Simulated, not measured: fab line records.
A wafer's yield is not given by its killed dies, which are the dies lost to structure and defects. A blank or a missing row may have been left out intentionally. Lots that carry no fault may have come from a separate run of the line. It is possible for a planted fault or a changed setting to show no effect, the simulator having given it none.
fab line records	flow sky130
[record] lots = 24	wafers = 72	last_day = 50
route steps=708 shown SD_P@328 METAL1@451 VIA1@459 METAL2@485
lots with no fault: from the same line, run without faults
start_h: hours from the record's first day to the start of the lot's first wafer shown	wait_h: hours elapsed since this lot's preceding step	" as in the row above	L1.1+2: several wafers, shown together as one row	- either no value or no given start	* or withheld: withheld	< > ~ a bound
route shown NAME@n: NAME is a module with steps in the file, n the number in the route of the first one	usual: the fault-free wafers' mean and standard deviation	same: alike in all rows	chamber/n: place in a boat	sites: per-site readings	_std_site: standard deviation across them	_edge_site: inner sites' mean taken away from outer sites' mean	radius_mm: how far each site lies from the wafer's centre	mask NAME#n: copy n	behind: tool/chamber where the wafer was last shaped	hold: the reason the lot was held/the length of the hold in hours/how it ended	device: the transistor (n, p or np) that didn't switch	end of line: the route-end tests of the same wafers	for a step that has no rows: nothing shown but its recipe	killed: at the first sort, the dies lost to defects and structure; wafer yield is something else	map: a wafer's dies, x killed, . not, _ none there
set.NAME: the run value of the setting; set.NAME@STEP: its run value at that earlier step	model.NAME: the simulator's own value behind a step, which no gauge read
the route's steps for a sample of lots (tables are steps, rows are wafers)
services: from which hour (start_h, from the record's first day; less than 0 if before it) a tool's chamber was out of use, for how many hours, and why
[[steps]]
[step SKY_SD_P_OVL_MEAS_08]
[usual] SD_P_OVL = 0.9/1.1
lot.wafer	tool	chamber	start_h	wait_h	SD_P_OVL[nm]
L074.2	overlay-01	-	592.39	0.1	1.9
L074.5	"	-	"	"	-0.9
L074.6	"	-	"	"	-0.4
L075.2	overlay-02	-	601.04	0.1	1.2
L075.3	"	-	"	"	2.7
L075.4	"	-	"	"	2.0
L076.3	overlay-02	-	612.64	0.1	-0.4
L076.4	"	-	"	"	0.1
L076.6	"	-	"	"	0.8
L077.2	overlay-02	-	621.19	0.1	2.3
L077.3	"	-	"	"	-0.1
L077.6	"	-	"	"	2.0
L078.2	overlay-01	-	621.37	0.1	-0.2
L078.3	"	-	"	"	0.3
L078.5	"	-	"	"	-0.7
L079.2	overlay-02	-	625.35	0.1	1.4
L079.5	"	-	"	"	1.2
L079.6	"	-	"	"	0.6
L080.2	overlay-02	-	643.07	0.1	1.4
L080.4	"	-	"	"	2.0
L080.6	"	-	"	"	1.3
L081.3	overlay-01	-	652.19	0.1	0.6
L081.4	"	-	"	"	2.0
L081.6	"	-	"	"	0.0
L082.1	overlay-01	-	653.02	0.1	2.6
L082.3	"	-	"	"	1.0
L082.4	"	-	"	"	-0.2
L083.1	overlay-02	-	657.53	0.1	2.0
L083.3	"	-	"	"	1.0
L083.5	"	-	"	"	3.9
L084.2	overlay-01	-	671.65	0.1	2.4
L084.4	"	-	"	"	1.7
L084.6	"	-	"	"	2.4
L085.1	overlay-02	-	676.77	0.1	0.5
L085.2	"	-	"	"	1.6
L085.6	"	-	"	"	0.1
L086.1	overlay-01	-	688.89	0.1	-0.6
L086.4	"	-	"	"	-0.2
L086.5	"	-	"	"	0.4
L087.3	overlay-02	-	697.03	0.1	-0.4
L087.4	"	-	"	"	1.0
L087.5	"	-	"	"	0.0
L088.1	overlay-02	-	703.38	0.1	1.1
L088.2	"	-	"	"	0.7
L088.5	"	-	"	"	2.1
L089.2	overlay-01	-	709.52	0.1	-0.4
L089.4	"	-	"	"	0.1
L089.6	"	-	"	"	0.4
L090.1	overlay-01	-	716.24	0.1	2.2
L090.2	"	-	"	"	0.6
L090.4	"	-	"	"	2.3
L091.1	overlay-01	-	723.72	0.1	1.1
L091.3	"	-	"	"	0.5
L091.6	"	-	"	"	-0.4
L092.1	overlay-02	-	743.75	0.1	-1.6
L092.2	"	-	"	"	-0.2
L092.5	"	-	"	"	0.4
L093.2	overlay-02	-	751.42	0.1	1.5
L093.5	"	-	"	"	2.2
L093.6	"	-	"	"	0.8
L094.1	overlay-02	-	751.99	0.1	1.9
L094.5	"	-	"	"	2.3
L094.6	"	-	"	"	0.9
L095.3	overlay-02	-	758.73	0.1	1.1
L095.4	"	-	"	"	1.0
L095.6	"	-	"	"	1.4
L096.2	overlay-01	-	765.84	0.1	0.9
L096.4	"	-	"	"	0.8
L096.5	"	-	"	"	1.5
L097.1	overlay-01	-	773.28	0.1	1.5
L097.5	"	-	"	"	3.1
L097.6	"	-	"	"	-0.1
[step SKY_METAL1_DESCUM_17]
[recipe] chemistry = O2	source_power_w = 150	bias_power_w = 0	pressure_mtorr = 10	temp_c = 40	time_s = 8
[usual] drypump_motor_current_A = 5.9/0.42	oes_product_au = 1.003/0.012	rf_fwd_power_W = 147.2/0.68
lot.wafer	tool	chamber	start_h	wait_h	drypump_motor_current_A	oes_product_au	rf_fwd_power_W	rf_hours_counter_h
L074.2	rie_metal-03	1	770.27	0.0	5.5	0.990	147.1	12
L074.5	"	1	"	"	5.5	0.992	147.4	-
L074.6	"	0	"	"	5.9	1.010	147.5	-
L075.2	rie_metal-03	0	777.71	0.0	6.0	1.004	146.6	-
L075.3	"	0	"	"	6.0	1.013	146.4	-
L075.4	"	0	"	"	6.0	1.000	147.0	-
L076.3	rie_metal-01	1	788.78	0.0	6.6	1.019	147.2	-
L076.4	"	0	"	"	6.6	0.994	147.2	-
L076.6	"	0	"	"	6.6	0.991	146.5	-
L077.2	rie_metal-01	1	795.15	0.0	6.5	1.022	147.7	3
L077.3	"	0	"	"	6.6	1.000	146.9	-
L077.6	"	1	"	"	6.5	1.025	147.3	-
L078.2	rie_metal-04	1	796.30	0.0	5.5	1.002	148.2	5
L078.3	"	1	"	"	5.5	1.004	147.9	-
L078.5	"	0	"	"	5.9	1.011	147.1	-
L079.2	rie_metal-03	0	799.88	0.0	6.0	1.014	146.0	13
L079.5	"	0	"	"	6.0	1.009	146.6	-
L079.6	"	1	"	"	5.5	0.990	147.5	-
L080.2	rie_metal-04	0	815.55	0.0	5.8	1.010	146.5	9
L080.4	"	1	"	"	5.4	1.005	148.0	-
L080.6	"	1	"	"	5.4	0.997	148.0	-
L081.3	rie_metal-01	1	822.19	0.0	6.6	1.020	147.5	-
L081.4	"	0	"	"	6.6	1.005	146.8	-
L081.6	"	1	"	"	6.6	1.035	146.5	-
L082.1	rie_metal-04	0	822.90	0.0	5.9	1.005	147.0	9
L082.3	"	1	"	"	5.5	1.004	147.8	-
L082.4	"	0	"	"	5.8	1.012	147.1	-
L083.1	rie_metal-03	0	828.73	0.0	6.0	1.012	147.6	14
L083.3	"	0	"	"	6.0	1.015	146.5	-
L083.5	"	1	"	"	5.5	1.001	147.0	-
L084.2	rie_metal-04	1	840.13	0.0	5.5	0.993	149.1	7
L084.4	"	1	"	"	5.5	0.987	148.8	-
L084.6	"	1	"	"	5.4	1.017	149.0	-
L085.1	rie_metal-01	0	845.52	0.0	6.6	0.986	147.3	11
L085.2	"	1	"	"	6.5	1.013	147.3	5
L085.6	"	0	"	"	6.6	0.990	147.2	-
L086.1	rie_metal-04	0	857.55	0.0	5.9	0.996	146.0	10
L086.4	"	0	"	"	5.8	1.008	146.0	-
L086.5	"	1	"	"	5.5	0.999	148.7	-
L087.3	rie_metal-04	0	863.74	0.0	5.8	1.004	145.9	-
L087.4	"	1	"	"	5.4	0.996	148.5	-
L087.5	"	1	"	"	5.4	1.010	148.1	-
L088.1	rie_metal-03	1	870.17	0.0	5.5	1.000	148.3	16
L088.2	"	0	"	"	6.0	0.991	147.4	0
L088.5	"	1	"	"	5.5	0.992	146.8	-
L089.2	rie_metal-03	0	873.78	0.0	6.0	0.989	147.6	-
L089.4	"	0	"	"	6.0	0.993	146.9	-
L089.6	"	0	"	"	6.0	0.993	147.1	-
L090.1	rie_metal-04	0	883.98	0.0	5.8	1.019	146.4	12
L090.2	"	1	"	"	5.4	1.017	147.8	9
L090.4	"	0	"	"	5.9	1.011	147.1	-
L091.1	rie_metal-01	1	889.75	0.0	6.6	1.028	146.8	7
L091.3	"	0	"	"	6.6	0.997	147.0	-
L091.6	"	1	"	"	6.6	1.027	146.5	-
L092.1	rie_metal-04	1	907.75	0.0	5.5	0.991	148.2	10
L092.2	"	0	"	"	5.9	1.006	146.0	13
L092.5	"	0	"	"	5.9	1.018	146.6	-
L093.2	rie_metal-03	1	914.03	0.0	5.5	0.995	147.3	0
L093.5	"	1	"	"	5.5	0.987	148.0	-
L093.6	"	0	"	"	6.0	0.992	146.6	-
L094.1	rie_metal-01	1	914.52	0.0	6.6	1.018	147.8	8
L094.5	"	1	"	"	6.6	1.032	146.8	-
L094.6	"	0	"	"	6.6	1.001	147.0	-
L095.3	rie_metal-03	0	919.74	0.0	6.0	0.987	148.2	-
L095.4	"	1	"	"	5.5	1.001	146.9	-
L095.6	"	0	"	"	6.0	0.990	147.6	-
L096.2	rie_metal-03	0	926.42	0.0	6.0	0.999	146.9	3
L096.4	"	1	"	"	5.5	1.003	147.8	-
L096.5	"	0	"	"	6.0	0.996	146.8	-
L097.1	rie_metal-03	1	934.57	0.0	5.5	0.986	147.6	2
L097.5	"	1	"	"	5.4	0.990	147.6	-
L097.6	"	0	"	"	6.0	0.994	146.6	-
[step SKY_VIA1_THK_MEAS_01]
[recipe] reads = SiO2_of_VIA1_HDPCVD_00
[usual] VIA1_HDPCVD_THK = 1024/10
lot.wafer	tool	chamber	start_h	wait_h	VIA1_HDPCVD_THK[nm]
L074.2	film_metro-04	-	771.20	0.1	1022
L074.5	"	-	"	"	1018
L074.6	"	-	"	"	1025
L075.2	film_metro-04	-	778.82	0.1	1027
L075.3	"	-	"	"	1031
L075.4	"	-	"	"	1041
L076.3	film_metro-04	-	789.73	0.1	1018
L076.4	"	-	"	"	1011
L076.6	"	-	"	"	1018
L077.2	film_metro-02	-	796.12	0.1	1029
L077.3	"	-	"	"	1005
L077.6	"	-	"	"	1035
L078.2	film_metro-04	-	797.24	0.1	1020
L078.3	"	-	"	"	1008
L078.5	"	-	"	"	1001
L079.2	film_metro-02	-	800.79	0.1	1030
L079.5	"	-	"	"	1023
L079.6	"	-	"	"	1030
L080.2	film_metro-04	-	816.46	0.1	1024
L080.4	"	-	"	"	1034
L080.6	"	-	"	"	1017
L081.3	film_metro-04	-	823.20	0.1	1015
L081.4	"	-	"	"	1024
L081.6	"	-	"	"	1024
L082.1	film_metro-03	-	823.90	0.1	1006
L082.3	"	-	"	"	1024
L082.4	"	-	"	"	1020
L083.1	film_metro-04	-	829.69	0.1	1036
L083.3	"	-	"	"	1025
L083.5	"	-	"	"	1032
L084.2	film_metro-04	-	841.03	0.1	1043
L084.4	"	-	"	"	1029
L084.6	"	-	"	"	1035
L085.1	film_metro-02	-	846.40	0.1	1045
L085.2	"	-	"	"	1039
L085.6	"	-	"	"	1030
L086.1	film_metro-02	-	858.44	0.1	1012
L086.4	"	-	"	"	1002
L086.5	"	-	"	"	1020
L087.3	film_metro-03	-	864.64	0.1	1013
L087.4	"	-	"	"	1002
L087.5	"	-	"	"	1016
L088.1	film_metro-02	-	871.06	0.1	1026
L088.2	"	-	"	"	1034
L088.5	"	-	"	"	1025
L089.2	film_metro-04	-	874.86	0.1	1030
L089.4	"	-	"	"	1019
L089.6	"	-	"	"	1014
L090.1	film_metro-03	-	884.87	0.1	1046
L090.2	"	-	"	"	1049
L090.4	"	-	"	"	1042
L091.1	film_metro-03	-	890.67	0.1	1020
L091.3	"	-	"	"	1032
L091.6	"	-	"	"	1026
L092.1	film_metro-04	-	908.70	0.1	1026
L092.2	"	-	"	"	1040
L092.5	"	-	"	"	1028
L093.2	film_metro-04	-	914.93	0.1	1018
L093.5	"	-	"	"	1030
L093.6	"	-	"	"	1006
L094.1	film_metro-02	-	915.41	0.1	1017
L094.5	"	-	"	"	1018
L094.6	"	-	"	"	1013
L095.3	film_metro-03	-	920.65	0.1	1028
L095.4	"	-	"	"	1032
L095.6	"	-	"	"	1011
L096.2	film_metro-04	-	927.32	0.1	1018
L096.4	"	-	"	"	1013
L096.5	"	-	"	"	1024
L097.1	film_metro-04	-	935.46	0.1	1030
L097.5	"	-	"	"	1023
L097.6	"	-	"	"	1031
[step SKY_VIA1_ETCH_14]
[recipe] chemistry = N2/H2	target = BARC	ion_energy_ev = 200	source_w = 500	bias_w = 100	pressure_mtorr = 30	n2_flow_sccm = 100	h2_flow_sccm = 200	stop_on = SiO2	time_s = 45.9	target_depth_a = 600
[usual] drypump_motor_current_A = 5.7/0.58	h2_flow_sccm = 200.0/0.62	oes_product_au = 0.854/0.0047	rf_fwd_power_W = 495.2/1.8	throttle_valve_pct = 13.223/0.0091
lot.wafer	tool	chamber	start_h	wait_h	drypump_motor_current_A	h2_flow_sccm	oes_product_au	rf_fwd_power_W	rf_hours_counter_h	throttle_valve_pct
L074.2	rie_diel-03	2	797.90	0.0	6.7	199.9	0.854	494.0	11	13.232
L074.5	"	0	"	"	4.9	199.6	0.861	494.2	-	13.214
L074.6	"	3	"	"	4.8	199.9	0.856	496.1	-	13.239
L075.2	rie_diel-01	0	805.87	0.0	5.9	199.7	0.856	496.6	16	13.215
L075.3	"	3	"	"	5.2	199.1	0.857	496.7	4	13.204
L075.4	"	3	"	"	5.2	199.7	0.847	497.5	-	13.234
L076.3	rie_diel-01	3	816.82	0.0	5.2	199.5	0.855	493.0	4	13.231
L076.4	"	0	"	"	5.9	199.2	0.849	496.6	16	13.225
L076.6	"	1	"	"	5.6	200.2	0.850	496.3	-	13.228
L077.2	rie_diel-01	3	822.87	0.0	5.2	200.3	0.853	495.0	4	13.228
L077.3	"	0	"	"	5.9	199.6	0.849	496.8	16	13.226
L077.6	"	3	"	"	5.2	199.8	0.856	496.2	-	13.204
L078.2	rie_diel-03	0	824.20	0.0	4.9	200.9	0.848	494.7	7	13.226
L078.3	"	1	"	"	5.4	200.3	0.848	493.1	4	13.228
L078.5	"	0	"	"	4.9	200.8	0.848	496.1	-	13.210
L079.2	rie_diel-04	3	827.27	0.0	6.2	200.5	0.862	496.9	30	13.236
L079.5	"	0	"	"	6.2	200.3	0.854	496.2	-	13.232
L079.6	"	3	"	"	6.2	200.6	0.856	496.2	-	13.213
L080.2	rie_diel-03	3	843.60	0.0	4.9	200.4	0.854	496.0	5	13.229
L080.4	"	2	"	"	6.8	200.6	0.857	491.9	12	13.229
L080.6	"	1	"	"	5.4	200.9	0.847	495.0	-	13.216
L081.3	rie_diel-04	1	849.97	0.0	5.6	200.5	0.855	495.9	9	13.225
L081.4	"	2	"	"	5.7	200.5	0.852	492.3	18	13.208
L081.6	"	0	"	"	6.3	199.3	0.850	494.0	-	13.214
L082.1	rie_diel-03	2	850.17	0.0	6.7	201.6	0.855	491.9	12	13.233
L082.3	"	1	"	"	5.4	200.1	0.866	498.6	4	13.212
L082.4	"	3	"	"	4.9	198.6	0.854	495.9	5	13.226
L083.1	rie_diel-04	1	856.55	0.0	5.6	199.4	0.865	494.9	10	13.224
L083.3	"	2	"	"	5.7	200.4	0.854	492.2	18	13.212
L083.5	"	0	"	"	6.3	199.5	0.851	492.1	-	13.236
L084.2	rie_diel-04	1	867.75	0.0	5.6	199.7	0.853	499.3	10	13.220
L084.4	"	2	"	"	5.7	200.4	0.861	497.1	18	13.225
L084.6	"	2	"	"	5.7	200.4	0.857	495.6	-	13.212
L085.1	rie_diel-04	1	872.82	0.0	5.6	199.4	0.861	496.8	10	13.228
L085.2	"	0	"	"	6.3	199.5	0.853	496.3	20	13.202
L085.6	"	0	"	"	6.3	200.2	0.853	495.8	-	13.225
L086.1	rie_diel-01	0	884.90	0.0	6.0	200.7	0.846	495.0	18	13.229
L086.4	"	1	"	"	5.6	199.5	0.859	496.8	8	13.222
L086.5	"	2	"	"	4.9	198.6	0.856	493.7	-	13.228
L087.3	rie_diel-03	3	891.05	0.0	4.9	199.9	0.862	495.5	6	13.223
L087.4	"	1	"	"	5.4	201.2	0.860	495.8	5	13.245
L087.5	"	2	"	"	6.8	200.6	0.854	492.6	-	13.235
L088.1	rie_diel-04	1	897.17	0.0	5.6	200.0	0.853	493.9	11	13.227
L088.2	"	2	"	"	5.7	200.8	0.852	493.7	19	13.222
L088.5	"	0	"	"	6.3	199.9	0.856	495.1	-	13.225
L089.2	rie_diel-01	2	901.15	0.0	4.9	199.9	0.858	495.7	14	13.221
L089.4	"	2	"	"	4.9	199.9	0.856	498.5	-	13.213
L089.6	"	1	"	"	5.6	199.9	0.861	495.5	-	13.211
L090.1	rie_diel-04	3	910.62	0.0	6.2	199.6	0.845	492.9	1	13.223
L090.2	"	1	"	"	5.6	200.4	0.856	496.8	12	13.219
L090.4	"	0	"	"	6.3	199.5	0.852	494.4	21	13.235
L091.1	rie_diel-01	1	916.32	0.0	5.6	200.7	0.844	492.7	9	13.215
L091.3	"	0	"	"	5.9	199.8	0.864	495.5	19	13.229
L091.6	"	0	"	"	5.9	200.5	0.854	494.5	-	13.223
L092.1	rie_diel-04	1	934.42	0.0	5.6	199.6	0.857	495.1	12	13.219
L092.2	"	3	"	"	6.1	200.6	0.858	496.3	2	13.227
L092.5	"	0	"	"	6.3	199.7	0.852	498.4	-	13.230
L093.2	rie_diel-03	2	939.70	0.0	6.7	199.7	0.853	496.0	14	13.218
L093.5	"	3	"	"	4.8	199.5	0.855	493.4	-	13.233
L093.6	"	0	"	"	4.9	199.0	0.855	493.4	-	13.230
L094.1	rie_diel-04	1	940.77	0.0	5.6	199.1	0.859	495.7	12	13.228
L094.5	"	0	"	"	6.3	200.0	0.848	493.0	-	13.223
L094.6	"	3	"	"	6.2	200.1	0.860	499.1	-	13.230
L095.3	rie_diel-04	2	946.12	0.0	5.7	199.2	0.860	494.8	21	13.236
L095.4	"	3	"	"	6.2	199.8	0.856	493.4	2	13.224
L095.6	"	0	"	"	6.3	200.0	0.855	492.7	-	13.215
L096.2	rie_diel-03	1	951.40	0.0	5.4	200.5	0.845	494.6	6	13.217
L096.4	"	2	"	"	6.7	199.1	0.850	492.2	14	13.217
L096.5	"	2	"	"	6.8	199.6	0.854	492.7	-	13.242
L097.1	rie_diel-03	3	961.02	0.0	4.9	199.8	0.855	495.4	8	13.222
L097.5	"	0	"	"	4.9	200.6	0.859	496.6	-	13.219
L097.6	"	3	"	"	4.9	199.1	0.853	497.0	-	13.229
[step SKY_METAL2_SPUTTER_02]
[recipe] material = AlCu	target_thk_nm = 250	power_w = 10600	time_s = 13.3	chamber_pressure_pa = 0.4
[usual] throttle_valve_pct = 30.4/0.97
lot.wafer	tool	chamber	start_h	wait_h	throttle_valve_pct
L074.2	pvd_sputter-03	-	799.26	0.0	30.5
L074.5	"	-	"	"	28.9
L074.6	"	-	"	"	30.0
L075.2	pvd_sputter-04	-	807.28	0.0	27.4
L075.3	"	-	"	"	30.6
L075.4	"	-	"	"	31.0
L076.3	pvd_sputter-04	-	818.22	0.0	31.0
L076.4	"	-	"	"	30.4
L076.6	"	-	"	"	30.4
L077.2	pvd_sputter-03	-	824.23	0.0	29.4
L077.3	"	-	"	"	29.0
L077.6	"	-	"	"	28.9
L078.2	pvd_sputter-01	-	825.56	0.0	30.5
L078.3	"	-	"	"	31.8
L078.5	"	-	"	"	31.0
L079.2	pvd_sputter-01	-	828.63	0.0	31.0
L079.5	"	-	"	"	30.2
L079.6	"	-	"	"	30.2
L080.2	pvd_sputter-03	-	844.97	0.0	30.6
L080.4	"	-	"	"	28.9
L080.6	"	-	"	"	29.2
L081.3	pvd_sputter-03	-	851.33	0.0	30.3
L081.4	"	-	"	"	30.6
L081.6	"	-	"	"	28.9
L082.1	pvd_sputter-01	-	851.53	0.0	30.4
L082.3	"	-	"	"	32.1
L082.4	"	-	"	"	31.5
L083.1	pvd_sputter-01	-	857.92	0.0	31.0
L083.3	"	-	"	"	30.4
L083.5	"	-	"	"	30.2
L084.2	pvd_sputter-01	-	869.12	0.0	30.6
L084.4	"	-	"	"	32.2
L084.6	"	-	"	"	31.8
L085.1	pvd_sputter-03	-	874.33	0.0	30.3
L085.2	"	-	"	"	29.5
L085.6	"	-	"	"	28.6
L086.1	pvd_sputter-01	-	886.36	0.0	31.9
L086.4	"	-	"	"	30.7
L086.5	"	-	"	"	31.8
L087.3	pvd_sputter-01	-	892.45	0.0	30.3
L087.4	"	-	"	"	31.8
L087.5	"	-	"	"	32.1
L088.1	pvd_sputter-03	-	898.60	0.0	29.0
L088.2	"	-	"	"	30.8
L088.5	"	-	"	"	30.3
L089.2	pvd_sputter-01	-	902.58	0.0	30.2
L089.4	"	-	"	"	30.8
L089.6	"	-	"	"	31.2
L090.1	pvd_sputter-03	-	911.98	0.0	29.3
L090.2	"	-	"	"	30.5
L090.4	"	-	"	"	30.7
L091.1	pvd_sputter-03	-	917.69	0.0	30.1
L091.3	"	-	"	"	30.7
L091.6	"	-	"	"	29.1
L092.1	pvd_sputter-01	-	935.79	0.0	29.9
L092.2	"	-	"	"	30.0
L092.5	"	-	"	"	32.2
L093.2	pvd_sputter-01	-	941.07	0.0	31.0
L093.5	"	-	"	"	31.8
L093.6	"	-	"	"	30.4
L094.1	pvd_sputter-03	-	942.13	0.0	29.2
L094.5	"	-	"	"	30.9
L094.6	"	-	"	"	29.7
L095.3	pvd_sputter-04	-	947.48	0.0	30.2
L095.4	"	-	"	"	27.4
L095.6	"	-	"	"	30.8
L096.2	pvd_sputter-01	-	952.77	0.0	30.4
L096.4	"	-	"	"	31.9
L096.5	"	-	"	"	30.6
L097.1	pvd_sputter-03	-	962.38	0.0	29.1
L097.5	"	-	"	"	30.9
L097.6	"	-	"	"	29.4
[step SKY_METAL2_DESCUM_17]
[recipe] chemistry = O2	source_power_w = 150	bias_power_w = 0	pressure_mtorr = 10	temp_c = 40	time_s = 8
[usual] drypump_motor_current_A = 5.77/0.23	oes_product_au = 1.000/0.0081	rf_fwd_power_W = 147.0/0.81
lot.wafer	tool	chamber	start_h	wait_h	drypump_motor_current_A	oes_product_au	rf_fwd_power_W	rf_hours_counter_h
L074.2	rie_metal-04	1	826.07	0.0	5.47	0.996	148.4	6
L074.5	"	0	"	"	5.83	1.010	146.8	-
L074.6	"	1	"	"	5.45	1.011	148.5	-
L075.2	rie_metal-03	1	833.04	0.0	5.45	1.007	147.7	-
L075.3	"	1	"	"	5.46	0.999	147.6	-
L075.4	"	1	"	"	5.45	0.993	148.0	-
L076.3	rie_metal-02	0	844.51	0.0	6.06	1.000	146.3	-
L076.4	"	0	"	"	6.05	1.004	146.0	-
L076.6	"	0	"	"	6.05	1.002	146.2	-
L077.2	rie_metal-03	1	850.56	0.0	5.51	0.998	147.2	-
L077.3	"	1	"	"	5.53	1.004	146.6	-
L077.6	"	1	"	"	5.47	0.995	147.2	-
L078.2	rie_metal-04	1	852.33	0.0	5.47	1.008	148.4	7
L078.3	"	0	"	"	5.86	1.005	146.6	-
L078.5	"	0	"	"	5.86	1.006	146.7	-
L079.2	rie_metal-04	0	855.73	0.0	5.83	1.005	146.9	10
L079.5	"	1	"	"	5.45	1.005	147.7	-
L079.6	"	0	"	"	5.86	1.011	146.5	-
L080.2	rie_metal-04	1	871.53	0.0	5.45	1.004	148.7	8
L080.4	"	1	"	"	5.45	0.992	149.3	-
L080.6	"	0	"	"	5.85	1.006	147.5	-
L081.3	rie_metal-03	0	877.29	0.0	5.96	0.989	147.5	-
L081.4	"	0	"	"	5.94	0.993	146.8	-
L081.6	"	0	"	"	6.00	0.997	147.0	-
L082.1	rie_metal-04	0	877.92	0.0	5.91	1.010	146.2	11
L082.3	"	1	"	"	5.45	0.997	147.9	-
L082.4	"	0	"	"	5.87	0.999	146.7	-
L083.1	rie_metal-02	0	884.55	0.0	6.05	1.002	145.7	3
L083.3	"	0	"	"	6.04	1.007	146.6	-
L083.5	"	1	"	"	5.88	0.991	145.9	-
L084.2	rie_metal-03	0	895.74	0.0	5.94	0.997	147.2	-
L084.4	"	0	"	"	5.96	1.008	147.9	-
L084.6	"	0	"	"	5.94	0.993	146.9	-
L085.1	rie_metal-04	1	899.55	0.0	5.45	0.994	148.4	10
L085.2	"	0	"	"	5.85	1.010	146.6	12
L085.6	"	0	"	"	5.85	1.014	146.8	-
L086.1	rie_metal-04	0	911.83	0.0	5.85	1.010	146.7	13
L086.4	"	0	"	"	5.84	1.006	147.0	-
L086.5	"	1	"	"	5.45	0.999	147.8	-
L087.3	rie_metal-02	1	917.88	0.0	5.90	0.993	145.9	-
L087.4	"	0	"	"	6.05	0.998	145.7	-
L087.5	"	0	"	"	6.04	0.998	146.0	-
L088.1	rie_metal-04	0	923.83	0.0	5.85	1.011	146.3	13
L088.2	"	0	"	"	5.86	0.999	146.5	-
L088.5	"	0	"	"	5.86	1.014	146.1	-
L089.2	rie_metal-02	0	927.58	0.0	6.05	1.001	146.6	5
L089.4	"	1	"	"	5.85	0.992	146.7	-
L089.6	"	1	"	"	5.83	0.996	145.8	-
L090.1	rie_metal-04	0	937.33	0.0	5.84	1.015	146.7	15
L090.2	"	0	"	"	5.87	1.004	145.9	-
L090.4	"	0	"	"	5.86	1.009	146.8	-
L091.1	rie_metal-02	1	942.70	0.0	5.88	0.999	146.3	14
L091.3	"	0	"	"	6.03	0.996	145.8	-
L091.6	"	0	"	"	6.03	0.999	146.4	-
L092.1	rie_metal-04	0	960.45	0.0	5.83	1.017	147.1	16
L092.2	"	1	"	"	5.46	1.007	147.5	11
L092.5	"	0	"	"	5.85	1.011	146.9	-
L093.2	rie_metal-04	0	966.12	0.0	5.83	1.010	146.9	17
L093.5	"	0	"	"	5.81	1.016	146.7	-
L093.6	"	1	"	"	5.44	0.997	148.5	-
L094.1	rie_metal-03	0	966.40	0.0	5.94	0.978	147.2	5
L094.5	"	1	"	"	5.45	0.987	147.8	-
L094.6	"	0	"	"	5.96	0.991	147.0	-
L095.3	rie_metal-03	1	971.66	0.0	5.47	1.006	147.5	-
L095.4	"	0	"	"	5.96	0.995	148.0	-
L095.6	"	0	"	"	5.95	0.993	147.5	-
L096.2	rie_metal-02	1	977.00	0.0	5.83	0.990	145.9	16
L096.4	"	1	"	"	5.86	1.002	146.1	-
L096.5	"	1	"	"	5.86	0.984	146.5	-
L097.1	rie_metal-03	0	986.72	0.0	5.98	0.986	147.0	6
L097.5	"	1	"	"	5.52	1.003	147.9	-
L097.6	"	0	"	"	5.96	0.999	147.0	-
[[services]]
tool	chamber	start_h	hours	kind
rie_metal-04	0	749.70	6.0	repair
pvd_sputter-03	-	758.04	2.7	repair
rie_diel-03	2	761.24	8.2	repair
rie_metal-03	1	774.82	11.2	repair
rie_metal-03	-	782.90	1.1	repair
rie_diel-04	1	783.78	1.3	repair
rie_diel-01	1	799.99	7.5	repair
rie_diel-03	3	810.05	1.5	repair
pvd_sputter-01	-	824.31	1.1	repair
rie_metal-02	1	841.06	8.3	repair
rie_metal-03	1	844.20	4.6	repair
rie_diel-03	3	856.14	10.5	repair
rie_metal-03	1	870.52	4.2	repair
rie_diel-03	-	897.59	14.6	pm
rie_diel-04	1	898.08	1.4	repair
rie_diel-01	3	900.54	6.2	repair
rie_diel-04	1	915.12	7.9	repair
rie_metal-04	1	918.84	24.1	repair
rie_metal-02	-	919.17	2.8	pm
rie_diel-01	2	922.82	14.6	repair
rie_diel-03	0	924.74	5.8	repair
rie_diel-04	3	925.16	3.4	repair
rie_diel-01	-	977.94	2.8	pm
pvd_sputter-03	-	981.37	4.9	repair
[[key]]
fault none
